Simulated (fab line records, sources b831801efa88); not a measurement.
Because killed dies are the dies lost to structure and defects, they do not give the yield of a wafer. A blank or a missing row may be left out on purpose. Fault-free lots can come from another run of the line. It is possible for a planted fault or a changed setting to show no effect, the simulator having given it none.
Struck lot and sound lot, side by side    flow gf180mcu    15 steps out of a route of 602
Sound: wafers L204.3, L204.4, L204.5. Struck: wafer L213.6 (left out: L213.3, L213.5 of the same lot, which were not struck); the cause appears at the end.
At each step with rows: each side's tool, then ch and its chambers, then its first start. Under that, the readings that differ: sound wafers    struck wafers    difference of the means    sigmas: that difference in standard deviations of wafers without a fault.
alike: readings whose means differ by less than 2 such deviations, and words and numbers that are the same on both sides. not compared: withheld readings, readings that some wafer has no value for, bounds like >300 that may hide the same value, and numbers for which the record gives no deviation and whose values overlap.
A row with sigmas, a row that says differs or no value, or rows on one side alone: a step with any of these is where the two part. Numbers that have no deviation but don't overlap get no sigmas and don't part them. Lack of a reading on every wafer of one side parts them only where that side has two or more wafers.

first, 5 steps without rows for these wafers: GF_V5_COAT_09 (resist thk 1000 nm); GF_V5_SOFTBAKE_10 (time 60 s); GF_V5_EXPOSE_11 (exposes mask Via5, target cd 260 nm); GF_V5_PEB_12 (peb time 90 s); GF_V5_DEVELOP_13 (develop time 60 s).
GF_V5_CD_MEAS_14: target cd 260 nm.
  sound: cd-sem-02 at day 29 03:19; struck: cd-sem-02 at day 31 17:55
  alike: cd-nm
GF_V5_OVL_MEAS_15:
  sound: overlay-02 at day 29 03:25; struck: overlay-01 at day 31 18:01
reading      sound    struck  difference  sigmas
V5_OVL (nm)  10 12 7  -4      -14         -3
GF_V5_ETCH_16: etches BARC in N2/H2.
  sound on rie-diel-03 ch 0,3, day 29 03:26; struck on rie-diel-04 ch 0, day 31 18:02
  alike: drypump-motor-current-A, oes-product-au, throttle-valve-pct
GF_V5_ETCH_17: etches SiO2 in C4F8/O2/Ar, stops on TiN, target depth 855 nm.
  sound: rie-diel-03 ch 0,3; struck: rie-diel-04 ch 0
  alike: oes-product-au
GF_V5_STRIP_18: strips in O2/N2.
  sound on plasma-asher-01 ch 0,1, day 29 03:38; struck on plasma-asher-03 ch 1, day 31 18:13
reading                sound              struck  difference  sigmas
oes-product-au (a.u.)  0.574 0.578 0.585  0.561   -0.018      -3
  alike: drypump-motor-current-A, heater-power-w
  not compared: rf-hours-counter-h
then, 2 steps without rows for these wafers: GF_V5_STRIP_19 (strips in post etch residue remover, time 1200 s); GF_V5_CLEAN_20 (cleans in DIW).
GF_V5_SPUTTER_21: material Ti, target thk 15 nm, time 80.02 s.
  sound: pvd-sputter-03 at day 29 04:08; struck: pvd-sputter-01 at day 31 18:43
reading                                sound              struck  difference  sigmas
chamber-pressure-pa (Pa)               5.015 4.987 4.987  5.374   +0.378      +42
model.Ti_of_V5_SPUTTER_21.thk-nm (nm)  15.02 15.02 14.94  13.97   -1.02       
  alike: throttle-valve-pct
GF_V5_SPUTTER_22: material TiN, target thk 10 nm, time 40 s.
  sound: pvd-sputter-03 at day 29 04:11; struck: pvd-sputter-01 at day 31 18:47
  alike: chamber-pressure-pa, throttle-valve-pct
GF_PASSIVATION_PROBE_99:
  the record has rows for the sound wafers here (prober-02, day 30 20:13) and none for the struck ones

WHERE THEY PART
Earliest at GF_V5_OVL_MEAS_15; latest, in this record, at GF_PASSIVATION_PROBE_99.

WHY: whatever the simulator had introduced
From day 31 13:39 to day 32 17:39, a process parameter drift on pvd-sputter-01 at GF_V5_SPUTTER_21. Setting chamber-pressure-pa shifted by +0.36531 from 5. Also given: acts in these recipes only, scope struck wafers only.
